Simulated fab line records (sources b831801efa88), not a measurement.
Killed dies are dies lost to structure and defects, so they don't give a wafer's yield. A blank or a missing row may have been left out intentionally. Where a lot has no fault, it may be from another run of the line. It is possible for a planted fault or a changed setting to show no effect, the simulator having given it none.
Which tool was responsible?    flow sky130    Sampling: 14 lots, 42 wafers, 2 of 708 route steps

WHAT EACH GAUGE READ, for each wafer
Not one reading of a measure or inspect step in the record can be checked against a usual standard deviation.

WHAT TOOL EACH LOT RAN ON (gives the tool, then ch and the chambers of the sampled wafers, and finally the start)
lot   SKY_CONTACT_DEVELOP_13             SKY_PAD_OPEN_PROBE_99
L928  litho-track-04 ch 0, day 31 14:00  -
L930  litho-track-03 ch 0, day 32 09:00  -
L931  litho-track-04 ch 0, day 32 22:00  -
L932  litho-track-03 ch 0, day 33 08:00  -
L934  litho-track-02 ch 0, day 33 17:00  -
L940  litho-track-03 ch 0, day 35 12:00  -
L941  litho-track-03 ch 0, day 35 18:00  -
L945  litho-track-04 ch 0, day 37 07:00  prober-01, day 49 22:36
L946  litho-track-02 ch 0, day 37 16:00  -
L947  litho-track-03 ch 0, day 38 03:00  -
L948  litho-track-04 ch 0, day 38 06:00  -
L949  litho-track-02 ch 0, day 38 12:00  -
L950  litho-track-04 ch 0, day 38 15:00  -
L951  litho-track-02 ch 0, day 38 21:00  -
- SKY_CONTACT_DEVELOP_13: develop time 60 s.
- SKY_PAD_OPEN_PROBE_99

WHAT THE TOOLS THEMSELVES READ (means of the sampled wafers that have a number; where no wafer has one, the mark that the record gives instead)
SKY_CONTACT_DEVELOP_13. Usual: chill-plate-temp-C 23.00 C, standard deviation 0.12; developer-temp-C 20.98 C, standard deviation 0.1.
lot   tool            chill-plate-temp-C (C)  developer-temp-C (C)  flag
L928  litho-track-04  23.09                   20.96                 
L930  litho-track-03  23.13                   20.97                 
L931  litho-track-04  23.15                   20.87                 
L932  litho-track-03  23.02                   20.94                 
L934  litho-track-02  22.98                   21.08                 
L940  litho-track-03  22.95                   21.67                 OFF
L941  litho-track-03  22.86                   21.56                 OFF
L945  litho-track-04  23.00                   21.01                 
L946  litho-track-02  22.93                   21.06                 
L947  litho-track-03  23.02                   20.88                 
L948  litho-track-04  23.08                   20.97                 
L949  litho-track-02  23.03                   20.88                 
L950  litho-track-04  23.06                   20.90                 
L951  litho-track-02  22.88                   21.04                 

SKY_PAD_OPEN_PROBE_99. Usual: killed_at_M0_to_M3 42, standard deviation 7; killed_at_M4_up 3.2, standard deviation 1.6; killed-at-contacts 24, standard deviation 5.8; killed-at-front-end 16, standard deviation 4.3; killed-at-other 0.3, standard deviation 0.62; killed-dies 86, standard deviation 9.5; killed-open 46, standard deviation 6.4; killed-short 39, standard deviation 6.3.
lot   tool       killed_at_M0_to_M3  killed_at_M4_up  killed-at-contacts  killed-at-front-end  killed-at-other  killed-dies  killed-open  killed-short  flag
L945  prober-01  41                  2.3              25                  13                   0.7              82           44           37            

THE ANSWER, worked out from the rows above alone
Rule: take the mean of a lot's wafers that have a number; if it is more than 3 standard deviations from the usual mean, the lot is off. A lot without any number at a reading at which 4 lots or more have one is off too. Where the step has rows for the other lots, those lots are counted as sound. First the gauges in route order, then the tools' own readings, where a lot's mean is used as printed above. The first step at which some lot is off is used, and at that step the reading that is off furthest; a lot without a number counts as furthest.
Off, at SKY_CONTACT_DEVELOP_13 on developer-temp-C: L940, L941.
If a tool, at that step or one of the process steps before it, ran each lot that is off and ran no sound lot following the first of them, it fits. None of those tried fits.

WHAT HAD BEEN PUT IN BY THE SIMULATOR
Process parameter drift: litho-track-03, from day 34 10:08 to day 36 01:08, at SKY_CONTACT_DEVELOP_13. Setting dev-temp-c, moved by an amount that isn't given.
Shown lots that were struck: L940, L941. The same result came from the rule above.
